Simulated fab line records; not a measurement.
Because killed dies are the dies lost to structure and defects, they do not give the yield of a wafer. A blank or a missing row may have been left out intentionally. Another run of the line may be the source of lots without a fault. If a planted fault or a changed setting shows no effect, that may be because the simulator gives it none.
A struck lot beside a sound one	flow sky130	43 steps out of a route of 708
Sound: the wafers L864.2, L864.3, L864.4. The struck wafers were L876.1, L876.2, L876.4. The cause comes at the end.
Order at every step that has rows: each side's tool, ch and its chambers, its first start. Under that, the readings that differ: sound wafers	struck wafers	difference of the means	sigmas: that difference in standard deviations of wafers without a fault.
alike: a reading whose means differ by less than 2 such deviations, as well as words and numbers matching on both sides. not compared: withheld readings; readings where some wafer has no value; bounds like >300 that might hide an equal value; numbers whose values overlap and for which the record gives no deviation.
A row with sigmas, a row that says differs or no value, or rows on one side alone: a step with any of these is where the two part. Numbers that don't overlap but have no deviation are shown without sigmas and don't part them. A reading that every wafer of one side lacks parts them only if that side has two wafers or more.

first, 4 steps without rows for these wafers: SKY_METAL2_SOFTBAKE_11 (time 90 s); SKY_METAL2_EXPOSE_12 (exposes mask MM2, target cd 140 nm); SKY_METAL2_PEB_13; SKY_METAL2_DEVELOP_14 (develop time 60 s).
SKY_METAL2_CD_MEAS_15: target cd 140 nm.
  struck on cd-sem-02, day 38 14:48; sound on cd-sem-01, day 34 22:53
reading	sound	struck	difference	sigmas
cd-nm (nm)	136.9 136.7 136.2	140.4 139.9 139.9	+3.5	+2
SKY_METAL2_OVL_MEAS_16:
  struck on overlay-01, day 38 14:55; sound on overlay-02, day 34 23:00
  alike: METAL2_OVL
then, 6 steps without rows for these wafers: SKY_METAL2_DESCUM_17 (chemistry O2, time 8 s); SKY_METAL2_ETCH_18 (etches BARC in N2/H2, stops on SiO2, time 45.9 s, target depth 60 nm); SKY_METAL2_METAL_ETCH_19 (etches the open film in Cl2/BCl3, stops on SiO2, target depth 360 nm, time 78 s); SKY_METAL2_STRIP_20 (strips in O2/N2); SKY_METAL2_STRIP_21 (strips in post etch residue remover, time 1200 s); SKY_METAL2_CLEAN_22 (cleans in IPA, time 180 s).
SKY_METAL2_CLEAN_23: cleans in O3/DIW.
  sound on wet-bench-03 ch 0, day 34 23:43; struck on wet-bench-03 ch 3, day 38 15:39
then, 1 step without rows for these wafers: SKY_VIA2_HDPCVD_00 (deposits SiO2, target thk 1180 nm, time 196.7 s).
SKY_VIA2_THK_MEAS_01:
  struck on film-metro-03, day 38 15:52; sound on film-metro-02, day 34 23:56
  alike: VIA2_HDPCVD_THK
then, 1 step without rows for these wafers: SKY_VIA2_CMP_02 (polishes SiO2).
SKY_VIA2_BOW_MEAS_03:
  struck on film-metro-04, day 38 16:13; sound on film-metro-04, day 35 00:19
  alike: VIA2_BOW
then, 8 steps without rows for these wafers: SKY_VIA2_DEHYDRATE_04 (time 60 s); SKY_VIA2_HMDS_05 (prime time 60 s); SKY_VIA2_COAT_06 (resist thk 60 nm); SKY_VIA2_COAT_07 (resist thk 450 nm); SKY_VIA2_SOFTBAKE_08 (time 90 s); SKY_VIA2_EXPOSE_09 (exposes mask VIM2, target cd 200 nm); SKY_VIA2_PEB_10; SKY_VIA2_DEVELOP_11 (develop time 60 s).
SKY_VIA2_CD_MEAS_12: target cd 200 nm.
  struck on cd-sem-01, day 39 17:00; sound on cd-sem-02, day 36 02:55
  alike: cd-nm
SKY_VIA2_OVL_MEAS_13:
  struck on overlay-02, day 39 17:07; sound on overlay-01, day 36 03:02
  alike: VIA2_OVL
SKY_VIA2_ETCH_14: etches BARC in N2/H2, stops on SiO2, time 45.9 s, target depth 60 nm.
  sound on rie-diel-01 ch 1,2,3, day 36 03:04; struck on rie-diel-02 ch 0,2,3, day 39 17:10
  alike: drypump-motor-current-A, oes-product-au, throttle-valve-pct
  not compared: rf-hours-counter-h
SKY_VIA2_ETCH_15: etches SiO2 in C4F8/O2/Ar, stops on TiN, target depth 546 nm, time 84 s.
  sound on rie-diel-01 ch 1,2,3, day 36 03:06; struck on rie-diel-02 ch 0,2,3, day 39 17:12
  alike: oes-product-au
  not compared: rf-hours-counter-h
then, 6 steps without rows for these wafers: SKY_VIA2_STRIP_16 (strips in O2/N2); SKY_VIA2_STRIP_17 (strips in post etch residue remover, time 1200 s); SKY_VIA2_CLEAN_18 (cleans in IPA, time 180 s); SKY_VIA2_CLEAN_19 (cleans in O3/DIW); SKY_VIA2_SPUTTER_20 (material TiN, target thk 20 nm, time 80 s); SKY_VIA2_CVD_21 (deposits W, target thk 420 nm, time 126.4 s).
SKY_VIA2_RS_MEAS_22: measures by four-point-probe.
  struck on film-metro-03, day 39 18:03; sound on film-metro-03, day 36 04:10
  alike: VIA2_W_RS
SKY_VIA2_THK_MEAS_23: measures by xrf.
  struck on film-metro-03, day 39 18:10; sound on film-metro-03, day 36 04:16
  alike: VIA2_W_THK
SKY_VIA2_CMP_24: polishes, stops on SiO2, t overpolish 20 s, target thk 0 nm.
  sound on cmp-01 ch 1,2,3, day 36 04:19; struck on cmp-01 ch 0,1,3, day 39 18:14
  alike: motor-current-A, overpolish-run-s, platen-rpm, time-to-endpoint-s
then, 1 step without rows for these wafers: SKY_METAL3_SPUTTER_00 (material Ti, target thk 15 nm, time 10 s).
SKY_METAL3_SPUTTER_01: material TiN, target thk 20 nm, time 16.7 s.
  struck on pvd-sputter-03, day 39 18:33; sound on pvd-sputter-04, day 36 04:38
  alike: throttle-valve-pct
then, 1 step without rows for these wafers: SKY_METAL3_SPUTTER_02 (material AlCu, target thk 735 nm, time 39.1 s).
SKY_METAL3_SPUTTER_03: material Ti, target thk 5 nm, time 3.3 s.
  struck on pvd-sputter-03, day 39 18:37; sound on pvd-sputter-04, day 36 04:43
  alike: throttle-valve-pct
-- the record jumps here: 9 days lie between the struck wafers' starts before and after (it left off in module METAL3 and takes up again in module PAD_OPEN, whose first step shown is number 708 of the route) --
SKY_PAD_OPEN_PROBE_99:
  struck on prober-01, day 48 11:13; sound on prober-01, day 45 16:22
reading	sound	struck	difference	sigmas
defect-limited-yield (%)	83.9 82.9 81.1	72.6 73.8 71.5	-10.0	-6
killed_at_M0_to_M3	35 38 45	100 92 98	+57	+9
killed-dies	79 84 93	135 129 140	+49	+6
sort_bin_3_pad_short (%)	1.4 0.8 0.4	3.9 3.9 3.5	+2.9	+7
sort_bin_5_function (%)	10.2 8.7 12.0	15.7 16.3 18.3	+6.5	+4
sort-n-pass	413 408 399	357 363 352	-49	-6
sort-yield-pct (%)	83.9 82.9 81.1	72.6 73.8 71.5	-10.0	-6
model.etest.tester.sort-n-pass	413 408 399	357 363 352	-49	
model.etest.tester.sort-yield-pct (%)	83.94 82.93 81.1	72.56 73.78 71.54	-10.03	
model.etest.tester.sort_bin_5_pct (%)	10.16 8.74 11.99	15.65 16.26 18.29	+6.44	
model.etest.tester.sort_bin_3_pct (%)	1.423 0.813 0.4065	3.862 3.862 3.455	+2.845	
  alike: killed_at_M4_up, killed-at-contacts, killed-at-front-end, killed-at-other, killed-open, killed-short, sort_bin_6_memory

## WHERE THEY PART
At SKY_METAL2_CD_MEAS_15 first; at SKY_PAD_OPEN_PROBE_99 last (within this record only).

WHY: what had been put in by the simulator
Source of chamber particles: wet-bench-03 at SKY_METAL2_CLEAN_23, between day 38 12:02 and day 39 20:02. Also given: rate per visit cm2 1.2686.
